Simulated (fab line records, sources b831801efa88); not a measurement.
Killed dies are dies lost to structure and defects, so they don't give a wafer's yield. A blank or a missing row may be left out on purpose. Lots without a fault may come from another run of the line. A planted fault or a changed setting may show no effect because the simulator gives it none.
A struck lot beside a sound one | flow gf180mcu | 16 steps out of a route of 602
Sound: wafers L867.4, L867.5, L867.6. Struck: wafers L884.1, L884.3. (L884.2 of the same lot was not struck and is left out.) The cause comes at the end.
At each step with rows: each side's tool, then ch and its chambers, then its first start. Under that, the readings that differ: sound wafers | struck wafers | difference of the means | sigmas: that difference in standard deviations of wafers without a fault.
alike: readings whose means differ by less than 2 such deviations, and words and numbers that are the same on both sides. not compared: withheld readings, readings that some wafer has no value for, bounds like >300 that may hide the same value, and numbers for which the record gives no deviation and whose values overlap.
The two part at a step that has a row with sigmas, a row that says differs or no value, or rows on one side only. Numbers that don't overlap but have no deviation are shown without sigmas and don't part them. A reading that every wafer of one side lacks parts them only if that side has two wafers or more.

first, 3 steps without rows for these wafers: GF_V3_EXPOSE_11 (exposes mask Via3, target cd 260 nm); GF_V3_PEB_12 (peb time 90 s); GF_V3_DEVELOP_13 (develop time 60 s).
GF_V3_CD_MEAS_14: target cd 260 nm.
  sound on cd_sem-02, day 23 15:35; struck on cd_sem-02, day 28 16:14
  alike: cd_nm
GF_V3_OVL_MEAS_15:
  sound on overlay-02, day 23 15:40; struck on overlay-02, day 28 16:21
  reading     | sound     | struck | difference | sigmas
  V3_OVL (nm) | -4 -9 -14 | 10 -1  | +14        | +2
GF_V3_ETCH_16: etches BARC in N2/H2.
  sound on rie_diel-02 ch 1,2, day 23 15:41; struck on rie_diel-02 ch 1,2, day 28 16:23
  alike: drypump_motor_current_A, oes_product_au, throttle_valve_pct
GF_V3_ETCH_17: etches SiO2 in C4F8/O2/Ar, stops on TiN, target depth 635 nm.
  sound on rie_diel-02 ch 1,2; struck on rie_diel-02 ch 1,2
  alike: oes_product_au
GF_V3_STRIP_18: strips in O2/N2.
  sound on plasma_asher-02 ch 0,1, day 23 15:51; struck on plasma_asher-03 ch 0,1, day 28 16:31
  reading                     | sound       | struck  | difference | sigmas
  drypump_motor_current_A (A) | 5.4 5.1 5.4 | 5.6 6.4 | +0.7       | +2
  alike: heater_power_w, oes_product_au
  not compared: rf_hours_counter_h
then, 2 steps without rows for these wafers: GF_V3_STRIP_19 (strips in post etch residue remover, time 1200 s); GF_V3_CLEAN_20 (cleans in DIW).
GF_V3_SPUTTER_21: material Ti, target thk 15 nm, time 80.02 s.
  sound on pvd_sputter-03, day 23 16:23; struck on pvd_sputter-04, day 28 17:04
  alike: throttle_valve_pct
then, 1 step without rows for these wafers: GF_V3_SPUTTER_22 (material TiN, target thk 10 nm, time 40 s).
GF_V3_CVD_23: deposits W, target thk 350 nm, time 104.9 s.
  sound on cvd_w-02 ch 0,1, day 23 16:32; struck on cvd_w-01 ch 0, day 28 17:10
  reading                          | sound             | struck      | difference | sigmas
  model.W_of_V3_CVD_23.thk_nm (nm) | 359.5 354.5 352.1 | 325.3 326.6 | -29.4      |
  alike: heater_power_w
GF_V3_RS_MEAS_24: measures by four-point-probe.
  sound on film_metro-01, day 23 16:40; struck on film_metro-01, day 28 17:17
  reading          | sound             | struck      | difference | sigmas
  V3_W_RS (ohm/sq) | 0.318 0.323 0.325 | 0.353 0.350 | +0.029     | +7
GF_V3_THK_MEAS_25: measures by xrf.
  sound on film_metro-01, day 23 16:45; struck on film_metro-01, day 28 17:24
  reading       | sound       | struck  | difference | sigmas
  V3_W_THK (nm) | 367 363 358 | 330 330 | -33        | -6
GF_V3_CMP_26: polishes, stops on SiO2, t overpolish 15 s, target thk 0 nm.
  sound on cmp-02 ch 1,2,3, day 23 16:53; struck on cmp-01 ch 0,3, day 28 17:28
  reading                | sound    | struck | difference | sigmas
  time_to_endpoint_s (s) | 97 90 92 | 80 79  | -14        | -4
  alike: motor_current_A, slurry_filter_dp_kPa

WHERE THEY PART
First at GF_V3_OVL_MEAS_15; last, within this record, at GF_V3_CMP_26.

WHY: what the simulator had put in
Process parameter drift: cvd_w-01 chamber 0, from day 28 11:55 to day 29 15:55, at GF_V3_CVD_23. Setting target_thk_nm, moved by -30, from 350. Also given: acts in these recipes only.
